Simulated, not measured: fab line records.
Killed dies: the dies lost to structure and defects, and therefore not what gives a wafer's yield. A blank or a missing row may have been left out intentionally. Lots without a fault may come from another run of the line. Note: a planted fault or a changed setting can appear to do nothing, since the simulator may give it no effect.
Comparing a struck lot with a sound one | flow sky130 | 20 out of 708 route steps
Sound: the wafers L244.1, L244.3, L244.4. Wafers struck: L255.2, L255.4, L255.6. Last of all comes the cause.
Per side, at each step with rows, come the tool, then ch with its chambers, and then its first start. Under that, the readings that differ: sound wafers | struck wafers | difference of the means | sigmas: that difference in standard deviations of wafers without a fault.
alike: readings whose means differ by less than 2 such deviations, and words and numbers that are the same on both sides. not compared: withheld readings, readings that some wafer has no value for, bounds like >300 that may hide the same value, and numbers for which the record gives no deviation and whose values overlap.
The two part at a step that has a row with sigmas, a row that says differs or no value, or rows on one side only. Non-overlapping numbers with no deviation appear without sigmas and do not part them. A reading that every wafer of one side lacks parts them only if that side has two wafers or more.

SKY_LDD_HVP_OVL_MEAS_07:
  struck on overlay-02, day 27 11:36; sound on overlay-01, day 23 20:29
  alike: LDD_HVP_OVL
after that, 1 step had no rows for these wafers: SKY_LDD_HVP_IMPLANT_08.
SKY_LDD_HVP_STRIP_09: strips in O2/N2.
  sound on plasma-asher-02 ch 0,1, day 23 20:41; struck on plasma-asher-03 ch 0, day 27 11:47
  reading                     | sound       | struck      | difference | sigmas
  drypump-motor-current-A (A) | 5.8 5.8 5.5 | 4.9 4.9 4.9 | -0.8       | -2
  alike: oes-product-au, strip-time-to-endpoint-s
  not compared: rf-hours-counter-h
SKY_LDD_HVP_TW_MEAS_10:
  struck on film-metro-03, day 27 11:53; sound on film-metro-03, day 23 20:47
  alike: LDD_HVP_TW
then, 7 steps without rows for these wafers: SKY_LDD_LDN_DEHYDRATE_00 (time 60 s); SKY_LDD_LDN_HMDS_01 (prime time 60 s); SKY_LDD_LDN_COAT_02 (resist thk 1140 nm); SKY_LDD_LDN_SOFTBAKE_03 (time 60 s); SKY_LDD_LDN_EXPOSE_04 (exposes mask LDNTM, target cd 700 nm); SKY_LDD_LDN_PEB_05; SKY_LDD_LDN_DEVELOP_06 (develop time 60 s).
SKY_LDD_LDN_OVL_MEAS_07:
  struck on overlay-01, day 28 16:03; sound on overlay-02, day 25 01:56
  alike: LDD_LDN_OVL
SKY_LDD_LDN_IMPLANT_08:
  sound on implanter-01 ch 0, day 25 01:59; struck on implanter-04 ch 0, day 28 16:07
  reading            | sound                            | struck                           | difference  | sigmas
  dose-ions-cm2      | 1.2495e+13 1.2516e+13 1.2508e+13 | 1.9175e+13 1.9146e+13 1.9169e+13 | +6.6570e+12 | +99 or more
  faraday-current-uA | 70.7 70.9 67.9                   | 106.4 109.1 104.5                | +36.8       | +26
then, 3 steps without rows for these wafers: SKY_LDD_LDN_IMPLANT_09; SKY_LDD_LDN_IMPLANT_10; SKY_LDD_LDN_IMPLANT_11.
SKY_LDD_LDN_STRIP_12: strips in O2/N2.
  sound on plasma-asher-04 ch 0,1, day 25 02:35; struck on plasma-asher-01 ch 0,1, day 28 16:41
  alike: drypump-motor-current-A, oes-product-au, strip-time-to-endpoint-s
  not compared: rf-hours-counter-h
SKY_LDD_LDN_TW_MEAS_13:
  struck on film-metro-01, day 28 16:47; sound on film-metro-01, day 25 02:41
  reading    | sound          | struck         | difference | sigmas
  LDD_LDN_TW | 1461 1457 1458 | 1530 1529 1520 | +68        | +9
then, 1 step without rows for these wafers: SKY_LDD_LDN_CLEAN_14 (cleans in SC1/SC2, time 150 s).
-- record jumps: 21 days separate the struck wafers' starts on either side; left off in module LDD_LDN, taken up again in module PAD_OPEN, whose first shown step is the route's number 708 --
SKY_PAD_OPEN_PROBE_99:
  struck on prober-01, day 49 17:31; sound on prober-02, day 47 08:52
  reading                         | sound          | struck         | difference | sigmas
  model.etest.tip-sonos.rs-ohm-sq | 2730 2713 2702 | 2401 2475 2452 | -272       |
  alike: killed_at_M0_to_M3, killed_at_M4_up, killed-at-contacts, killed-at-front-end, killed-at-other, killed-dies, killed-open, killed-short

WHERE THEY PART
First at SKY_LDD_HVP_STRIP_09; last, within this record, at SKY_LDD_LDN_TW_MEAS_13. Later steps at which nothing parts them and some readings are alike: SKY_PAD_OPEN_PROBE_99.

WHY: whatever the simulator had introduced
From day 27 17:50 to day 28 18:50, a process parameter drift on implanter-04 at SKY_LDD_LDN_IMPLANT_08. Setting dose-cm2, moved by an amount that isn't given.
